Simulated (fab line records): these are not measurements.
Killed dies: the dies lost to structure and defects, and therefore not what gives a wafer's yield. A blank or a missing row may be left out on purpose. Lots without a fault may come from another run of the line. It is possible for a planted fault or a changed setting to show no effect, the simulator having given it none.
Chamber matching ; flow gf180mcu ; GF_V2_CMP_26 on cmp-01 has 4 sister chambers
The step polishes, stops on SiO2, t overpolish 15 s, target thk 0 nm. 8 wafers are shown with their chamber, then 8 later ones without.

## WAFERS PAIRED WITH THEIR CHAMBERS
wafer;chamber;motor-current-A (A);time-to-endpoint-s (s)
L660.5;3;9.0;78
L666.1;2;10.7;89
L666.3;1;10.2;99
L666.6;3;9.3;84
L667.1;1;10.5;94
L667.2;0;13.4;90
L667.5;2;10.0;87
L678.2;0;12.9;84

## WAFERS WITHOUT THEIR CHAMBER
wafer;motor-current-A (A);time-to-endpoint-s (s)
L678.5;10.5;87
L678.6;9.7;96
L679.1;13.2;83
L679.2;10.1;92
L679.3;10.1;87
L680.2;9.1;82
L680.5;9.7;96
L680.6;10.2;84

## CHAMBER TAKEN BY EACH
wafer;from the rows above;in truth
L678.5;2;2
L678.6;can't be placed: 1 or 2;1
L679.1;0;0
L679.2;can't be placed: 2 or 1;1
L679.3;can't be placed: 2 or 1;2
L680.2;3;3
L680.5;can't be placed: 1 or 2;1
L680.6;can't be placed: 2 or 3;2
3 of 8 placed correctly. Unplaceable from these rows: 5, with the true chamber sitting among the candidates in 5. Wrongly placed: 0.
How it was worked out, from the rows above alone: a wafer's distance from a chamber is the root of the sum, over the readings, of the square of ((its reading less the chamber's mean) divided by the reading's scatter). If the next closest chamber is less than 2 further off than the closest, the wafer can't be placed; otherwise it belongs to the closest. The mean given for a chamber averages the wafers shown for that chamber. The scatter: take each reading less its chamber's mean, square it, sum over the shown wafers, divide by the number of wafers less the number of chambers, and take the root.
